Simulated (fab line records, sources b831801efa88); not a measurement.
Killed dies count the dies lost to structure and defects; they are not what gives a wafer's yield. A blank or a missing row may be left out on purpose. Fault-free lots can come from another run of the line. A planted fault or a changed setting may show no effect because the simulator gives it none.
2 desks looking at one fault + flow gf180mcu + what lay behind the numbers comes last; until then each desk has only its own

## FROM THE METROLOGY DESK
What the gauges read for every lot (on any tool): the sampled wafers with a number, averaged. A lot is out of limits, marked OUT, if its mean lies more than 4 standard deviations from the usual mean; the brackets give that distance.
Columns: A = cd_nm at GF_HV_LDD_CD_MEAS_19, usual 400.5 nm; B = HV_LDD_2_TW at GF_HV_LDD_TW_MEAS_23, usual 1071; C = HV_LDD_4_TW at GF_HV_LDD_TW_MEAS_50, usual 579
| lot  | first seen here | A     | B    | C              |
|------|-----------------|-------|------|----------------|
| L546 | day 10 17:28    | 399.3 | 1060 | 580            |
| L547 | day 11 00:29    | 400.4 | 1063 | 578            |
| L550 | day 12 02:26    | 400.1 | 1091 | 573            |
| L555 | day 13 12:07    | 398.2 | 1075 | 587            |
| L557 | day 14 08:11    | 400.4 | 1074 | 547 (-5.4) OUT |
| L559 | day 14 19:44    | 401.9 | 1061 | 550 (-4.9) OUT |
| L562 | day 15 18:25    | 402.6 | 1084 | 569            |
| L563 | day 16 05:41    | 403.4 | 1065 | 584            |
| L566 | day 17 03:25    | 400.2 | 1055 | 587            |
| L567 | day 17 14:22    | 399.3 | 1078 | 586            |
| L568 | day 17 18:24    | 401.2 | 1090 | 586            |
| L569 | day 18 06:02    | 398.9 | 1073 | 579            |
This desk's result: L557, L559 out of limits, first on L557 (HV_LDD_4_TW at GF_HV_LDD_TW_MEAS_50), day 16 04:01. L546, L547, L550, L555, L562, L563, L566, L567, L568, L569 stayed within limits.

## DESK OF THE TOOL OWNER: implanter-02
The tool's own readings at GF_HV_LDD_IMPLANT_48, given as means over the sampled wafers that have a number, one for each lot that went through this tool. A lot is out of limits, marked OUT, if its mean lies more than 4 standard deviations from the usual mean; the brackets give that distance.
Columns: A = beam_on_s at GF_HV_LDD_IMPLANT_48, usual 10.01 s; B = dose_ions_cm2 at GF_HV_LDD_IMPLANT_48, usual 3e+13; C = faraday_current_uA at GF_HV_LDD_IMPLANT_48, usual 169
| lot  | first seen here | A     | B                       | C              |
|------|-----------------|-------|-------------------------|----------------|
| L546 | day 12 08:07    | 10.01 | 3e+13                   | 169            |
| L550 | day 13 19:29    | 9.81  | 3e+13                   | 172            |
| L557 | day 16 03:48    | 10.10 | 3e+13 (-99 or more) OUT | 145 (-8.1) OUT |
| L559 | day 16 15:30    | 10.20 | 3e+13 (-99 or more) OUT | 143 (-8.7) OUT |
This desk finds L557, L559 out of limits, L557 being first, at day 16 03:48 (dose_ions_cm2 at GF_HV_LDD_IMPLANT_48). L546, L550 stayed within limits.

## ALL TOGETHER
The tool owner's desk could have raised an alarm at day 16 03:48, on L557, L559.
L557, L559 would have let the metrology desk raise an alarm at day 16 04:01.
The lots listed all ran GF_HV_LDD_IMPLANT_48 on implanter-02.

## WHAT WAS PUT IN BY THE SIMULATOR
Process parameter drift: implanter-02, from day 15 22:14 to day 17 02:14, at GF_HV_LDD_IMPLANT_48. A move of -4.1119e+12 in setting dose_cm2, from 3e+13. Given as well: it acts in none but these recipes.
Struck lots among those shown: L557, L559.
Delay (hours) between the fault's onset and each desk's first out-of-limits reading: 6 at the tool owner's desk, 6 at the metrology desk.
